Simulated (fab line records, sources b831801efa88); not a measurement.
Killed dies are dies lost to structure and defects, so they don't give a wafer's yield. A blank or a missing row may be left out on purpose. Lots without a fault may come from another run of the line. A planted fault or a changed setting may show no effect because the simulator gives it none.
Chamber matching | flow gf180mcu | GF_V3_ETCH_16 on rie_diel-02: 4 sister chambers
The step etches BARC in N2/H2. 22 wafers are shown with their chamber, then 11 later ones without.

WAFERS WITH THEIR CHAMBER
wafer  | chamber | drypump_motor_current_A (A) | rf_fwd_power_W (W) | throttle_valve_pct (%)
L074.3 | 0       | 5.4                         | 498.5              | 13.221
L074.4 | 1       | 5.4                         | 496.8              | 13.227
L074.6 | 2       | 5.7                         | 496.1              | 13.239
L077.2 | 0       | 5.3                         | 491.3              | 13.225
L077.3 | 2       | 5.7                         | 494.5              | 13.226
L077.5 | 3       | 5.5                         | 493.1              | 13.223
L079.4 | 3       | 5.5                         | 492.5              | 13.218
L079.5 | 3       | 5.5                         | 494.9              | 13.236
L079.6 | 2       | 5.7                         | 496.5              | 13.226
L080.2 | 2       | 5.7                         | 494.5              | 13.237
L080.4 | 1       | 5.4                         | 497.5              | 13.223
L080.5 | 2       | 5.7                         | 497.0              | 13.227
L082.1 | 1       | 5.4                         | 495.8              | 13.223
L082.4 | 2       | 5.7                         | 497.7              | 13.215
L082.5 | 0       | 5.4                         | 496.2              | 13.230
L083.1 | 2       | 5.7                         | 497.6              | 13.223
L083.2 | 0       | 5.3                         | 494.4              | 13.241
L083.4 | 1       | 5.4                         | 497.6              | 13.231
L084.1 | 2       | 5.7                         | 495.6              | 13.236
L084.4 | 1       | 5.4                         | 496.2              | 13.217
L084.5 | 1       | 5.4                         | 496.8              | 13.205
L085.2 | 1       | 5.4                         | 496.7              | 13.216

SIGNATURES (means of the wafers above)
reading                 | chamber 0 | chamber 1 | chamber 2 | chamber 3 | scatter within a chamber
drypump_motor_current_A | 5.350     | 5.400     | 5.700     | 5.500     | 0.0236
rf_fwd_power_W          | 495.100   | 496.771   | 496.188   | 493.500   | 1.57
throttle_valve_pct      | 13.22925  | 13.22029  | 13.22863  | 13.22567  | 0.0085
Rule: a wafer's distance from a chamber is the root of the sum, over the readings, of the square of ((its reading less the chamber's mean) divided by the reading's scatter). The wafer belongs to the nearest chamber; if the next one is less than 2 further off, it can't be placed. The scatter: the root of (the sum of the squares of (reading less its chamber's mean) over the shown wafers, divided by (wafers less chambers)).

WAFERS WITHOUT THEIR CHAMBER
wafer  | drypump_motor_current_A (A) | rf_fwd_power_W (W) | throttle_valve_pct (%)
L085.4 | 5.3                         | 497.1              | 13.226
L085.5 | 5.7                         | 495.9              | 13.226
L090.1 | 5.4                         | 493.9              | 13.217
L090.4 | 5.5                         | 492.4              | 13.221
L090.5 | 5.4                         | 495.2              | 13.221
L091.1 | 5.7                         | 496.3              | 13.206
L091.3 | 5.4                         | 493.7              | 13.222
L091.6 | 5.7                         | 496.4              | 13.217
L095.2 | 5.5                         | 492.4              | 13.222
L095.4 | 5.7                         | 498.5              | 13.235
L095.5 | 5.3                         | 496.2              | 13.218

WHICH CHAMBER EACH WENT THROUGH
wafer  | from the rows above     | in truth
L085.4 | can't be placed: 0 or 1 | 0
L085.5 | 2                       | 2
L090.1 | can't be placed: 1 or 0 | 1
L090.4 | 3                       | 3
L090.5 | can't be placed: 1 or 0 | 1
L091.1 | 2                       | 2
L091.3 | can't be placed: 1 or 0 | 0
L091.6 | 2                       | 2
L095.2 | 3                       | 3
L095.4 | 2                       | 2
L095.5 | can't be placed: 0 or 1 | 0
Placed correctly: 6 of 11. Can't be placed from these rows: 5 (the true chamber is among the candidates in 5). Placed wrongly: 0.
